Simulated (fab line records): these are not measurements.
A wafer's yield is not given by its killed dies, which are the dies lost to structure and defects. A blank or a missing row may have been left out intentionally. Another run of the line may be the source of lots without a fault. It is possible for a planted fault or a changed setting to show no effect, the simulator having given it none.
fab line records ; flow sfq-line
[record] lots = 14; wafers = 42; last-day = 87
route steps=325 shown L0V@16 R5@214 M8@323
lots that met no fault: from a run of the same line without faults
start-h: the number of hours between the record's first day and the start of the first shown wafer of the lot ; wait-h: hours from the lot's prior step to this one ; " identical to the entry in the row above ; L1.1+2: a single row standing in for several wafers ; - no value, or no start given ; * or withheld: withheld ; < > ~ a bound
route shown NAME@n: names a module that has steps shown in the file, with the first one's number in the route ; usual: mean/standard deviation taken from wafers without a fault ; same: alike in all rows ; chamber/n: place in a boat ; sites: readings site by site ; _std_site: their standard deviation ; _edge_site: inner sites' mean taken away from outer sites' mean ; radius-mm: how far each site lies from the wafer's centre ; mask NAME#n: copy n ; behind: the most recent tool/chamber to have shaped the wafer ; hold: what put the lot on hold/how long, in hours/how the hold closed ; device: transistor that didn't switch, given as n, p or np ; end of line: tests run on the same wafers once the route is complete ; a step with no rows: only its recipe ; killed: dies that structure and defects cost at the first sort, which is not the same as the wafer's yield ; map: dies across one wafer; x = killed, . = not, _ = none there
set.NAME: the setting as run; set.NAME@STEP: as run at that earlier step ; model.NAME: the simulator's own value behind a step, which no gauge read
steps of the route over a sample of lots; a table a step, a row a wafer
services: from which hour (start-h, from the record's first day; less than 0 if before it) a tool's chamber was out of use, for how many hours, and why
[[steps]]
[step SFQ_TRILAYER_L0_CAP_PECVD_011]
[recipe] material = SiO2; temp-c = 150; time-s = 13.333; pressure-torr = 2.4; rf-w = 183.3; precursor = SiH4/N2O; target-thk-nm = 60
[usual] heater-power-outer-w = 33/14; heater-power-w = 91/21; throttle-valve-pct = 24.6/1.3
lot.wafer;tool;chamber;start-h;wait-h;heater-power-outer-w;heater-power-w;throttle-valve-pct
L479.2;pecvd-03;1;38.72;0.0;24;74;24.7
L479.4;pecvd-03;2;38.72;0.0;63;134;22.1
L479.6;pecvd-03;1;38.72;0.0;25;75;24.7
L480.1;pecvd-02;0;39.92;0.0;32;88;24.6
L480.3;pecvd-02;2;39.92;0.0;17;69;25.2
L480.6;pecvd-02;2;39.92;0.0;18;71;25.3
L481.1;pecvd-02;1;44.52;0.0;18;66;24.8
L481.3;pecvd-02;2;44.52;0.0;23;75;25.3
L481.4;pecvd-02;0;44.52;0.0;21;70;24.6
L484.3;pecvd-03;1;68.46;0.0;26;75;24.9
L484.4;pecvd-03;2;68.46;0.0;57;119;22.2
L484.6;pecvd-03;1;68.46;0.0;26;75;24.7
L488.1;pecvd-02;2;87.69;0.0;15;65;25.4
L488.3;pecvd-02;2;87.69;0.0;16;65;25.4
L488.6;pecvd-02;1;87.69;0.0;22;74;24.9
L489.3;pecvd-03;0;92.49;0.0;38;97;23.1
L489.4;pecvd-03;0;92.49;0.0;39;96;23.1
L489.6;pecvd-03;2;92.49;0.0;62;126;22.5
L491.2;pecvd-03;2;102.09;0.0;65;128;22.5
L491.3;pecvd-03;1;102.09;0.0;24;74;25.1
L491.6;pecvd-03;2;102.09;0.0;64;127;22.5
L492.1;pecvd-02;2;105.69;0.0;21;75;25.0
L492.3;pecvd-02;1;105.69;0.0;23;75;24.9
L492.4;pecvd-02;1;105.69;0.0;23;74;24.7
L494.1;pecvd-02;1;114.09;0.0;28;81;24.9
L494.3;pecvd-02;0;114.09;0.0;24;74;24.6
L494.5;pecvd-02;2;114.09;0.0;21;75;25.7
L495.1;pecvd-04;0;117.69;0.0;35;104;26.9
L495.2;pecvd-04;1;117.69;0.0;27;96;24.2
L495.3;pecvd-04;2;117.69;0.0;57;139;26.6
L498.3;pecvd-02;0;134.55;0.0;23;76;24.6
L498.4;pecvd-02;1;134.55;0.0;18;69;24.9
L498.6;pecvd-02;2;134.55;0.0;17;69;25.4
L499.1;pecvd-02;2;140.55;0.0;18;71;25.5
L499.4;pecvd-02;2;140.55;0.0;19;69;25.5
L499.5;pecvd-02;0;140.55;0.0;27;79;24.6
L501.3;pecvd-02;1;151.35;0.0;27;77;25.0
L501.4;pecvd-02;2;151.35;0.0;22;73;25.5
L501.5;pecvd-02;0;151.35;0.0;25;78;24.6
L502.1;pecvd-04;2;153.75;0.0;61;140;26.6
L502.2;pecvd-04;1;153.75;0.0;36;107;24.1
L502.3;pecvd-04;0;153.75;0.0;29;96;27.0
[step SFQ_TRILAYER_L0_VIA_ETCH_VIA_ETCH_016]
[recipe] target = SiO2; stop-on = MoNx_KI; mask-material = PR; chemistry = CHF3; target-depth-nm = 80; source-w = 500; bias-w = 80; pressure-mtorr = 30; time-s = withheld
[usual] drypump-motor-current-A = 5.8/0.52; oes-product-au = 0.843/0.0077
lot.wafer;tool;chamber;start-h;wait-h;drypump-motor-current-A;oes-product-au
L479.2;rie-diel-04;1;68.14;0.0;5.7;0.833
L479.4;rie-diel-04;2;68.14;0.0;6.2;0.851
L479.6;rie-diel-04;1;68.14;0.0;5.7;0.848
L480.1;rie-diel-03;3;69.54;0.0;4.7;0.846
L480.3;rie-diel-03;0;69.54;0.0;5.8;0.846
L480.6;rie-diel-03;2;69.54;0.0;5.7;0.843
L481.1;rie-diel-03;2;74.89;0.0;5.7;0.839
L481.3;rie-diel-03;0;74.89;0.0;5.8;0.840
L481.4;rie-diel-03;3;74.89;0.0;4.8;0.857
L484.3;rie-diel-02;1;97.69;0.0;5.4;0.852
L484.4;rie-diel-02;3;97.69;0.0;5.6;0.857
L484.6;rie-diel-02;0;97.69;0.0;5.8;0.838
L488.1;rie-diel-03;0;112.09;0.0;5.8;0.841
L488.3;rie-diel-03;3;112.09;0.0;4.8;0.847
L488.6;rie-diel-03;3;112.09;0.0;4.7;0.847
L489.3;rie-diel-03;1;115.69;0.0;6.5;0.829
L489.4;rie-diel-03;0;115.69;0.0;5.7;0.838
L489.6;rie-diel-03;2;115.69;0.0;5.7;0.813
L491.2;rie-diel-03;1;128.94;0.0;6.6;0.802
L491.3;rie-diel-03;3;128.94;0.0;4.7;0.829
L491.6;rie-diel-03;1;128.94;0.0;6.6;0.814
L492.1;rie-diel-02;1;132.54;0.0;5.4;0.843
L492.3;rie-diel-02;2;132.54;0.0;6.0;0.844
L492.4;rie-diel-02;3;132.54;0.0;5.6;0.849
L494.1;rie-diel-02;2;142.14;0.0;6.0;0.841
L494.3;rie-diel-02;3;142.14;0.0;5.6;0.839
L494.5;rie-diel-02;1;142.14;0.0;5.4;0.854
L495.1;rie-diel-03;2;143.34;0.0;5.7;0.841
L495.2;rie-diel-03;3;143.34;0.0;4.8;0.842
L495.3;rie-diel-03;0;143.34;0.0;5.7;0.847
L498.3;rie-diel-02;0;158.94;0.0;5.8;0.843
L498.4;rie-diel-02;3;158.94;0.0;5.5;0.851
L498.6;rie-diel-02;3;158.94;0.0;5.6;0.843
L499.1;rie-diel-04;1;164.94;0.0;5.7;0.830
L499.4;rie-diel-04;0;164.94;0.0;6.5;0.832
L499.5;rie-diel-04;2;164.94;0.0;6.2;0.840
L501.3;rie-diel-04;0;173.34;0.0;6.6;0.831
L501.4;rie-diel-04;2;173.34;0.0;6.2;0.837
L501.5;rie-diel-04;2;173.34;0.0;6.2;0.846
L502.1;rie-diel-03;0;175.74;0.0;5.8;0.843
L502.2;rie-diel-03;3;175.74;0.0;4.8;0.849
L502.3;rie-diel-03;2;175.74;0.0;5.7;0.843
[step SFQ_TRILAYER_R5_DEP_SPUTTER_134]
[recipe] material = Ti; base-pressure-pa = 1.33e-06; target-thk-nm = 5; power-w = 2000; time-s = 5; chamber-pressure-pa = 0.4
[usual] throttle-valve-pct = 29.7/1.1
lot.wafer;tool;chamber;start-h;wait-h;throttle-valve-pct
L479.2;pvd-sputter-03;-;1296.34;0.0;31.7
L479.4;pvd-sputter-03;-;1296.34;0.0;27.8
L479.6;pvd-sputter-03;-;1296.34;0.0;28.7
L480.1;pvd-sputter-04;-;1302.34;0.0;29.0
L480.3;pvd-sputter-04;-;1302.34;0.0;29.0
L480.6;pvd-sputter-04;-;1302.34;0.0;28.8
L481.1;pvd-sputter-04;-;1312.80;0.0;29.1
L481.3;pvd-sputter-04;-;1312.80;0.0;29.1
L481.4;pvd-sputter-04;-;1312.80;0.0;29.4
L484.3;pvd-sputter-04;-;1388.63;0.0;28.8
L484.4;pvd-sputter-04;-;1388.63;0.0;28.8
L484.6;pvd-sputter-04;-;1388.63;0.0;30.3
L488.1;pvd-sputter-03;-;1450.06;0.0;30.2
L488.3;pvd-sputter-03;-;1450.06;0.0;27.8
L488.6;pvd-sputter-03;-;1450.06;0.0;27.7
L489.3;pvd-sputter-05;-;1451.26;0.0;31.3
L489.4;pvd-sputter-05;-;1451.26;0.0;30.2
L489.6;pvd-sputter-05;-;1451.26;0.0;31.2
L491.2;pvd-sputter-03;-;1456.70;0.0;30.5
L491.3;pvd-sputter-03;-;1456.70;0.0;28.0
L491.6;pvd-sputter-03;-;1456.70;0.0;28.5
L492.1;pvd-sputter-04;-;1459.70;0.0;30.2
L492.3;pvd-sputter-04;-;1459.70;0.0;29.1
L492.4;pvd-sputter-04;-;1459.70;0.0;28.7
L494.1;pvd-sputter-05;-;1465.70;0.0;30.7
L494.3;pvd-sputter-05;-;1465.70;0.0;30.2
L494.5;pvd-sputter-05;-;1465.70;0.0;30.0
L495.1;pvd-sputter-04;-;1468.70;0.0;29.0
L495.2;pvd-sputter-04;-;1468.70;0.0;29.6
L495.3;pvd-sputter-04;-;1468.70;0.0;28.8
L498.3;pvd-sputter-03;-;1486.70;0.0;29.2
L498.4;pvd-sputter-03;-;1486.70;0.0;31.7
L498.6;pvd-sputter-03;-;1486.70;0.0;28.7
L499.1;pvd-sputter-05;-;1489.83;0.0;30.5
L499.4;pvd-sputter-05;-;1489.83;0.0;29.4
L499.5;pvd-sputter-05;-;1489.83;0.0;29.5
L501.3;pvd-sputter-03;-;1495.83;0.0;30.3
L501.4;pvd-sputter-03;-;1495.83;0.0;31.6
L501.5;pvd-sputter-03;-;1495.83;0.0;27.6
L502.1;pvd-sputter-04;-;1501.71;0.0;29.0
L502.2;pvd-sputter-04;-;1501.71;0.0;30.3
L502.3;pvd-sputter-04;-;1501.71;0.0;28.9
[step SFQ_M8_THK_MEAS_950]
[recipe] thk-meas-gauge = xrf; reads = Au_of_TRILAYER_M8_DEP_EVAP_196
[usual] M8_AU_THK = 178.1/1.5
lot.wafer;tool;chamber;start-h;wait-h;M8_AU_THK[nm]
L479.2;film-metro-02;-;1933.63;0.1;178.2
L479.4;film-metro-02;-;1933.63;0.1;179.1
L479.6;film-metro-02;-;1933.63;0.1;178.9
L480.1;film-metro-03;-;1938.42;0.1;177.1
L480.3;film-metro-03;-;1938.42;0.1;177.5
L480.6;film-metro-03;-;1938.42;0.1;179.6
L481.1;film-metro-02;-;1975.62;0.1;177.7
L481.3;film-metro-02;-;1975.62;0.1;179.4
L481.4;film-metro-02;-;1975.62;0.1;176.4
L484.3;film-metro-02;-;1991.24;0.1;180.9
L484.4;film-metro-02;-;1991.24;0.1;179.4
L484.6;film-metro-02;-;1991.24;0.1;179.8
L488.1;film-metro-03;-;2023.75;0.1;177.2
L488.3;film-metro-03;-;2023.75;0.1;177.7
L488.6;film-metro-03;-;2023.75;0.1;177.2
L489.3;film-metro-04;-;2033.58;0.1;177.5
L489.4;film-metro-04;-;2033.58;0.1;173.8
L489.6;film-metro-04;-;2033.58;0.1;175.8
L491.2;film-metro-02;-;2042.09;0.1;178.4
L491.3;film-metro-02;-;2042.09;0.1;178.0
L491.6;film-metro-02;-;2042.09;0.1;178.1
L492.1;film-metro-02;-;2045.68;0.1;178.5
L492.3;film-metro-02;-;2045.68;0.1;176.9
L492.4;film-metro-02;-;2045.68;0.1;177.7
L494.1;film-metro-02;-;2050.08;0.1;178.6
L494.3;film-metro-02;-;2050.08;0.1;179.7
L494.5;film-metro-02;-;2050.08;0.1;178.3
L495.1;film-metro-02;-;2050.55;0.1;179.0
L495.2;film-metro-02;-;2050.55;0.1;179.7
L495.3;film-metro-02;-;2050.55;0.1;177.8
L498.3;film-metro-02;-;2061.30;0.1;177.5
L498.4;film-metro-02;-;2061.30;0.1;177.4
L498.6;film-metro-02;-;2061.30;0.1;179.4
L499.1;film-metro-04;-;2064.98;0.1;175.4
L499.4;film-metro-04;-;2064.98;0.1;176.6
L499.5;film-metro-04;-;2064.98;0.1;177.8
L501.3;film-metro-03;-;2075.60;0.1;179.8
L501.4;film-metro-03;-;2075.60;0.1;180.6
L501.5;film-metro-03;-;2075.60;0.1;177.5
L502.1;film-metro-03;-;2077.98;0.1;179.2
L502.2;film-metro-03;-;2077.98;0.1;179.1
L502.3;film-metro-03;-;2077.98;0.1;176.8
[step SFQ_M8_BOW_MEAS_951]
[recipe] mode = bow
[usual] M8_BOW = 5/12
lot.wafer;tool;chamber;start-h;wait-h;M8_BOW[um]
L479.2;film-metro-04;-;1933.88;0.0;1
L479.4;film-metro-04;-;1933.88;0.0;0
L479.6;film-metro-04;-;1933.88;0.0;7
L480.1;film-metro-02;-;1938.66;0.0;15
L480.3;film-metro-02;-;1938.66;0.0;30
L480.6;film-metro-02;-;1938.66;0.0;22
L481.1;film-metro-04;-;1975.86;0.0;16
L481.3;film-metro-04;-;1975.86;0.0;18
L481.4;film-metro-04;-;1975.86;0.0;11
L484.3;film-metro-04;-;1991.50;0.0;15
L484.4;film-metro-04;-;1991.50;0.0;3
L484.6;film-metro-04;-;1991.50;0.0;10
L488.1;film-metro-04;-;2024.00;0.0;20
L488.3;film-metro-04;-;2024.00;0.0;19
L488.6;film-metro-04;-;2024.00;0.0;4
L489.3;film-metro-02;-;2033.83;0.0;6
L489.4;film-metro-02;-;2033.83;0.0;5
L489.6;film-metro-02;-;2033.83;0.0;9
L491.2;film-metro-03;-;2042.34;0.0;-1
L491.3;film-metro-03;-;2042.34;0.0;-3
L491.6;film-metro-03;-;2042.34;0.0;1
L492.1;film-metro-04;-;2045.93;0.0;4
L492.3;film-metro-04;-;2045.93;0.0;1
L492.4;film-metro-04;-;2045.93;0.0;12
L494.1;film-metro-02;-;2050.31;0.0;-1
L494.3;film-metro-02;-;2050.31;0.0;15
L494.5;film-metro-02;-;2050.31;0.0;11
L495.1;film-metro-04;-;2050.79;0.0;8
L495.2;film-metro-04;-;2050.79;0.0;8
L495.3;film-metro-04;-;2050.79;0.0;3
L498.3;film-metro-04;-;2061.56;0.0;-6
L498.4;film-metro-04;-;2061.56;0.0;-6
L498.6;film-metro-04;-;2061.56;0.0;-5
L499.1;film-metro-02;-;2065.22;0.0;18
L499.4;film-metro-02;-;2065.22;0.0;7
L499.5;film-metro-02;-;2065.22;0.0;6
L501.3;film-metro-02;-;2075.86;0.0;-1
L501.4;film-metro-02;-;2075.86;0.0;12
L501.5;film-metro-02;-;2075.86;0.0;13
L502.1;film-metro-02;-;2078.22;0.0;4
L502.2;film-metro-02;-;2078.22;0.0;20
L502.3;film-metro-02;-;2078.22;0.0;8
[[services]]
tool;chamber;start-h;hours;kind
pecvd-02;0;52.47;50.7;repair
rie-diel-03;1;88.09;4.1;repair
pecvd-02;2;163.26;6.8;repair
pecvd-02;1;166.42;5.1;repair
rie-diel-03;0;190.13;6.9;repair
rie-diel-03;3;199.68;8.4;repair
rie-diel-03;-;215.59;0.2;repair
pecvd-02;-;231.14;2.8;pm
pecvd-02;-;350.77;3.2;repair
pecvd-02;-;364.16;0.8;repair
pecvd-02;0;385.83;19.6;repair
pecvd-02;-;563.75;14.0;pm
pecvd-02;-;690.83;1.4;repair
pecvd-02;2;724.14;12.9;repair
pecvd-02;-;763.51;6.0;pm
pecvd-02;0;854.93;3.4;repair
pecvd-02;2;919.10;3.4;repair
pecvd-02;-;953.44;0.3;repair
pecvd-02;-;996.49;1.1;repair
pecvd-02;-;1327.14;2.8;pm
pecvd-02;-;1348.78;5.5;pm
pecvd-02;1;1407.20;27.8;repair
pecvd-02;-;1417.72;0.6;repair
pecvd-02;1;1489.71;15.8;repair
[[key]]
[first-sign] step = SFQ_TRILAYER_L0_VIA_ETCH_VIA_ETCH_016; reading = oes-product-au; direction = down; sigmas = 4.3; usual = 0.843; struck = 0.810
effect none on later readings
met-at SFQ_TRILAYER_L0_CAP_PECVD_011
struck-lots L489,L491
struck-wafers L489.6,L491.2,L491.6
not-acting-at SFQ_TRILAYER_R5_DEP_SPUTTER_134,SFQ_M8_THK_MEAS_950,SFQ_M8_BOW_MEAS_951
onset-between 68.46 92.49
[fault] kind = process-parameter-drift; tool = pecvd-03; chamber = -; onset-h = 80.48; steps = SFQ_TRILAYER_L0_CAP_PECVD_011; channel = target-thk-nm; offset = -4.9575; shape = step; end-h = 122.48; scope = struck-wafers-only; acts-in = these-recipes-only; stated = 60
